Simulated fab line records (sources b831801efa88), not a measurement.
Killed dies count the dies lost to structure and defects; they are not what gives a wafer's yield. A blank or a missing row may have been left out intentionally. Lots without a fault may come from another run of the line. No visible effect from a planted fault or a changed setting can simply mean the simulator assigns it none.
fab line records | flow sky130
[record] lots = 14 wafers = 42 lastDay = 51
route steps=708 shown METAL3@536 VIA3@575
lots with no fault: from the same line, run without faults
startH: the number of hours between the record's first day and the start of the first shown wafer of the lot | waitH: hours from the lot's prior step to this one | " as in the row above | L1.1+2: a row that stands for several wafers | - value missing, or start not given | * or withheld: withheld | < > ~ a bound
route shown NAME@n: NAME is a module with steps in the file, n the number in the route of the first one | usual: mean/standard deviation of fault-free wafers | same: alike in all rows | chamber/n: place in a boat | sites: readings site by site | _std_site: the values' standard deviation | _edge_site: outer sites' mean less inner sites' | radiusMm: for every site, how far away it sits from the centre of the wafer | mask NAME#n: copy n | behind: the most recent tool/chamber to have shaped the wafer | hold: why the lot went on hold/how many hours it stayed there/how the hold came to an end | device: transistor that didn't switch, given as n, p or np | end of line: the tests these same wafers got at the end of their route | a step without rows: its recipe alone | killed: the dies lost at the first sort to structure and to defects; this is not the yield of the wafer | map: shows each die of a wafer: x if killed, . if not, _ if none is there
set.NAME: setting as actually run; set.NAME@STEP: the setting as run at that earlier step | model.NAME: the simulator's own value behind a step, which no gauge read
steps of the route over a sample of lots; a table a step, a row a wafer
services: when a tool's chamber went out of use (startH, in hours from the record's first day, below 0 if earlier), for how many hours, and the reason
[[steps]]
[step SKY_METAL3_SPUTTER_04]
[recipe] material = TiN targetThkNm = 70 powerW = 6500 timeS = 58.3 chamberPressurePa = 0.4
[usual] throttleValvePct = 29.8/1.2
// columns lot.wafer tool chamber startH waitH throttleValvePct
L983.1 pvdSputter-01 - 835.33 0.0 31.1
L983.2 " - " " 30.3
L983.4 " - " " 28.3
L984.1 pvdSputter-03 - 858.32 0.0 31.0
L984.3 " - " " 28.8
L984.6 " - " " 27.5
L987.2 pvdSputter-01 - 879.62 0.0 30.5
L987.3 " - " " 31.5
L987.5 " - " " 31.4
L986.1 pvdSputter-03 - 884.23 0.0 31.2
L986.4 " - " " 27.6
L986.5 " - " " 30.6
L988.1 pvdSputter-01 - 903.27 0.0 31.2
L988.4 " - " " 28.7
L988.5 " - " " 28.4
L989.1 pvdSputter-02 - 918.36 0.0 28.9
L989.4 " - " " 29.5
L989.6 " - " " 31.2
L991.2 pvdSputter-01 - 918.71 0.0 30.2
L991.3 " - " " 31.1
L991.6 " - " " 28.5
L992.1 pvdSputter-03 - 923.81 0.0 30.6
L992.2 " - " " 28.9
L992.6 " - " " 28.6
L994.1 pvdSputter-03 - 967.75 0.0 30.7
L994.5 " - " " 31.0
L994.6 " - " " 30.9
L102.1 pvdSputter-02 - 988.20 0.0 31.1
L102.5 " - " " 30.4
L102.6 " - " " 31.4
L103.1 pvdSputter-02 - 997.71 0.0 31.1
L103.3 " - " " 29.0
L103.4 " - " " 29.4
L104.3 pvdSputter-02 - 998.58 0.0 31.2
L104.4 " - " " 29.0
L104.5 " - " " 31.1
L105.1 pvdSputter-03 - 1003.62 0.0 28.8
L105.3 " - " " 31.4
L105.5 " - " " 28.8
L106.2 pvdSputter-01 - 1016.51 0.0 30.3
L106.5 " - " " 28.5
L106.6 " - " " 30.6
[step SKY_METAL3_OVL_MEAS_14]
[usual] METAL3_OVL = 2/5.5
// columns lot.wafer tool chamber startH waitH METAL3_OVL[nm]
L983.1 overlay-01 - 888.48 0.1 -3
L983.2 " - " " 12
L983.4 " - " " 6
L984.1 overlay-02 - 910.92 0.1 8
L984.3 " - " " 2
L984.6 " - " " -4
L987.2 overlay-01 - 930.09 0.1 3
L987.3 " - " " -7
L987.5 " - " " 3
L986.1 overlay-01 - 934.44 0.1 -1
L986.4 " - " " 3
L986.5 " - " " 5
L988.1 overlay-01 - 952.53 0.1 5
L988.4 " - " " 5
L988.5 " - " " 11
L989.1 overlay-01 - 967.70 0.1 1
L989.4 " - " " 7
L989.6 " - " " 2
L991.2 overlay-01 - 968.37 0.1 7
L991.3 " - " " 5
L991.6 " - " " -7
L992.1 overlay-01 - 973.07 0.1 2
L992.2 " - " " 3
L992.6 " - " " 4
L994.1 overlay-02 - 1015.69 0.1 2
L994.5 " - " " 7
L994.6 " - " " 1
L102.1 overlay-01 - 1035.27 0.1 1
L102.5 " - " " 3
L102.6 " - " " 0
L103.1 overlay-01 - 1044.90 0.1 7
L103.3 " - " " 5
L103.4 " - " " 5
L104.3 overlay-02 - 1045.29 0.1 12
L104.4 " - " " 10
L104.5 " - " " 13
L105.1 overlay-02 - 1049.00 0.1 1
L105.3 " - " " 2
L105.5 " - " " 8
L106.2 overlay-02 - 1061.66 0.1 12
L106.5 " - " " 13
L106.6 " - " " 7
[step SKY_METAL3_ETCH_17]
[recipe] target = SiO2 stopOn = TiN chemistry = C4F8/O2/Ar sourceW = 1500 biasW = 1200 pressureMtorr = 40 c4f8FlowSccm = withheld O2_flow_sccm = 6 Ar_flow_sccm = 300 timeS = 3.9 targetDepthA = 150
[usual] biasW = 1200/3.5 chamberPressureMTorr = 40.00/0.035 oesProductAu = 0.757/0.0072
// columns lot.wafer tool chamber startH waitH biasW chamberPressureMTorr oesProductAu rfHoursCounterH
L983.1 rieDiel-04 0 888.65 0.1 1197 39.96 0.747 10
L983.2 " 2 " " 1203 39.99 0.740 18
L983.4 " 1 " " 1202 40.01 0.754 12
L984.1 rieDiel-04 2 911.08 0.1 1205 40.06 0.744 18
L984.3 " 3 " " 1195 39.96 0.758 8
L984.6 " 3 " " 1202 40.01 0.759 -
L987.2 rieDiel-04 3 930.38 0.1 1205 40.05 0.760 8
L987.3 " 0 " " 1204 40.07 0.756 11
L987.5 " 0 " " 1201 40.01 0.757 -
L986.1 rieDiel-04 0 934.73 0.2 1203 40.01 0.747 11
L986.4 " 3 " " 1202 39.99 0.759 9
L986.5 " 3 " " 1197 40.00 0.750 -
L988.1 rieDiel-04 3 952.70 0.1 1199 39.97 0.772 9
L988.4 " 1 " " 1204 39.98 0.761 14
L988.5 " 0 " " 1207 40.07 0.764 -
L989.1 rieDiel-03 3 967.87 0.1 1200 39.98 0.749 18
L989.4 " 1 " " 1199 39.98 0.757 13
L989.6 " 0 " " 1197 40.04 0.759 -
L991.2 rieDiel-01 3 968.53 0.1 1204 40.03 0.760 10
L991.3 " 0 " " 1205 39.99 0.764 22
L991.6 " 2 " " 1199 39.97 0.762 -
L992.1 rieDiel-03 3 973.23 0.1 1197 40.08 0.766 19
L992.2 " 0 " " 1201 40.03 0.756 4
L992.6 " 1 " " 1195 40.01 0.758 -
L994.1 rieDiel-01 3 1015.85 0.1 1202 40.02 0.748 11
L994.5 " 3 " " 1202 40.06 0.756 -
L994.6 " 2 " " 1201 40.03 0.760 -
L102.1 rieDiel-04 1 1035.44 0.1 - - - -
L102.5 " 1 " " - - - -
L102.6 " 2 " " - - - -
L103.1 rieDiel-03 3 1045.07 0.1 - - - -
L103.3 " 1 " " - - - -
L103.4 " 0 " " - - - -
L104.3 rieDiel-01 0 1045.44 0.0 1198 40.00 0.746 0
L104.4 " 1 " " 1204 39.95 0.753 8
L104.5 " 2 " " 1198 40.01 0.756 -
L105.1 rieDiel-01 0 1049.30 0.2 1203 39.97 0.748 0
L105.3 " 3 " " 1205 39.97 0.742 12
L105.5 " 1 " " 1202 39.97 0.762 -
L106.2 rieDiel-01 0 1061.82 0.1 1203 40.00 0.752 0
L106.5 " 0 " " 1202 39.96 0.753 -
L106.6 " 1 " " 1204 40.03 0.762 -
[step SKY_VIA3_CMP_02]
[recipe] material = SiO2 downForcePsi = 4 platenRpm = 60 padVelocityMS = 0.94248
[usual] motorCurrentA = 13.0/2.2
// columns lot.wafer tool chamber startH waitH motorCurrentA
L983.1 cmp-01 1 889.75 0.1 10.0
L983.2 " 2 " " 15.9
L983.4 " 0 " " 9.8
L984.3 cmp-02 1 912.71 0.1 11.2
L984.1 " 2 " " 16.4
L984.6 " 0 " " 13.4
L987.2 cmp-02 2 931.43 0.0 16.6
L987.3 " 1 " " 11.0
L987.5 " 3 " " 12.7
L986.1 cmp-01 0 935.85 0.1 10.8
L986.4 " 1 " " 10.5
L986.5 " 3 " " 13.1
L988.1 cmp-01 3 953.72 0.1 13.2
L988.4 " 1 " " 10.3
L988.5 " 0 " " 10.4
L989.4 cmp-02 3 968.93 0.0 13.2
L989.1 " 1 " " 10.3
L989.6 " 3 " " 12.9
L991.2 cmp-02 0 969.69 0.1 13.7
L991.3 " 1 " " 10.8
L991.6 " 3 " " 12.9
L992.2 cmp-01 1 974.33 0.1 10.2
L992.1 " 3 " " 12.3
L992.6 " 1 " " 9.9
L994.1 cmp-02 2 1017.02 0.2 15.5
L994.6 " 3 " " 13.3
L994.5 " 0 " " 13.6
L104.4 cmp-02 1 1046.55 0.1 11.1
L104.3 " 2 " " 16.1
L104.5 " 2 " " 15.3
L105.1 cmp-01 1 1050.32 0.1 10.1
L105.3 " 0 " " 10.7
L105.5 " 2 " " 15.6
L106.2 cmp-02 0 1062.83 0.0 13.8
L106.5 " 0 " " 13.8
L106.6 " 1 " " 10.7
[[services]]
// columns tool chamber startH hours kind
rieDiel-04 1 814.28 2.7 repair
pvdSputter-03 - 824.89 4.6 repair
rieDiel-04 - 828.50 0.4 repair
cmp-02 - 834.17 6.7 pm
cmp-02 - 842.16 1.8 repair
pvdSputter-01 - 862.72 5.0 repair
rieDiel-04 1 864.38 19.1 repair
rieDiel-04 3 892.76 15.7 repair
cmp-01 - 912.00 4.0 pm
cmp-02 - 916.12 0.3 repair
cmp-02 - 922.79 2.2 repair
pvdSputter-02 - 959.12 5.3 repair
cmp-02 - 974.12 4.5 pm
rieDiel-01 - 974.72 14.6 pm
cmp-02 - 985.45 2.4 repair
cmp-02 - 988.12 0.4 repair
cmp-01 - 990.89 0.7 repair
rieDiel-04 2 994.08 6.2 repair
rieDiel-01 3 1006.96 6.3 repair
cmp-01 - 1017.92 0.7 repair
cmp-02 - 1033.42 1.7 repair
pvdSputter-03 - 1044.63 1.0 repair
cmp-01 - 1051.07 0.5 repair
cmp-01 - 1051.89 2.3 repair
[[key]]
[firstSign] step = SKY_METAL3_ETCH_17 reading = toolRecord direction = missing
effect none on later readings
metAt SKY_METAL3_ETCH_17
struckLots L102,L103
laterRowsLeftOut L102.1,L102.5,L102.6,L103.1,L103.3,L103.4
sortLeftOut L102.1,L102.5,L102.6,L103.1,L103.3,L103.4
notActingAt SKY_METAL3_SPUTTER_04,SKY_METAL3_OVL_MEAS_14,SKY_VIA3_CMP_02
onsetBetween 973.23 1035.44
[fault] kind = skippedStepWhole tool = rieDiel-03,rieDiel-04 chamber = - onsetH = 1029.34 steps = SKY_METAL3_ETCH_17 scope = struckLotsOnly
// sortLeftOut: the simulated sort isn't trusted on such a fault, so these wafers' sort isn't shown, and their yield isn't known
// laterRowsLeftOut: the simulator's readings of these wafers behind a module that went badly wrong aren't trusted and aren't shown, but for the sort
